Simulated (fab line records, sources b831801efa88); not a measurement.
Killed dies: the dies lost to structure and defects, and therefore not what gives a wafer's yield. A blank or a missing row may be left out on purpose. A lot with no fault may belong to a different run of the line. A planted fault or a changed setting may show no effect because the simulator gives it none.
2 desks, one fault + flow gf180mcu + what lay behind the numbers comes last; until then each desk has only its own

== TOOL OWNER'S DESK, cmp-01 ==
The tool's own readings at GF_V2_CMP_26 (polishes, stops on SiO2, t overpolish 15 s, target thk 0 nm): means of the sampled wafers that have a number, for each lot that ran on this tool. If a lot's mean is further than 4 standard deviations from the usual mean, the lot is out of limits and carries the mark OUT (the distance appears in the brackets).
Columns: A = edgeZonePressureFrac at GF_V2_CMP_26, usual 0.999; B = headPressurePsi at GF_V2_CMP_26, usual 3.500 psi; C = motorCurrentA at GF_V2_CMP_26, usual 10.3 A; D = overpolishRunS at GF_V2_CMP_26, usual 15.000 s; E = timeToEndpointS at GF_V2_CMP_26, usual 85 s
| lot  | first seen here | A     | B     | C    | D      | E  |
|------|-----------------|-------|-------|------|--------|----|
| L439 | day 22 04:23    | 1.003 | 3.498 | 9.5  | 15.004 | 87 |
| L454 | day 27 05:40    | 1.000 | 3.491 | 11.0 | 14.998 | 89 |
| L455 | day 27 10:17    | 0.995 | 3.502 | 10.1 | 14.998 | 84 |
Result from this desk: across the 3 lots, nothing is out of limits.

== METROLOGY DESK ==
What the gauges read, lot by lot, whatever tool the lot ran on: means of the sampled wafers that have a number. If a lot's mean is further than 4 standard deviations from the usual mean, the lot is out of limits and carries the mark OUT (the distance appears in the brackets).
Columns: A = cdNm at GF_V2_CD_MEAS_14, usual 259.6 nm; B = V2_OVL at GF_V2_OVL_MEAS_15, usual 5 nm; C = V2_W_RS at GF_V2_RS_MEAS_24, usual 0.327 ohm/sq; D = V2_W_THK at GF_V2_THK_MEAS_25, usual 357 nm
| lot  | first seen here | A     | B  | C     | D   |
|------|-----------------|-------|----|-------|-----|
| L439 | day 22 03:12    | 259.7 | 14 | 0.327 | 359 |
| L440 | day 22 11:30    | 260.2 | 7  | 0.331 | 351 |
| L448 | day 25 14:07    | 259.2 | 16 | 0.330 | 347 |
| L449 | day 25 16:56    | 259.3 | 2  | 0.327 | 357 |
| L454 | day 27 04:24    | 259.8 | -7 | 0.330 | 358 |
| L455 | day 27 09:03    | 260.2 | 12 | 0.330 | 348 |
Result from this desk: across the 6 lots, nothing is out of limits.

== PUT TOGETHER ==
Nothing out of limits was seen by the tool owner's desk.
Metrology desk: nothing out of limits seen.

== WHAT WAS PUT IN BY THE SIMULATOR ==
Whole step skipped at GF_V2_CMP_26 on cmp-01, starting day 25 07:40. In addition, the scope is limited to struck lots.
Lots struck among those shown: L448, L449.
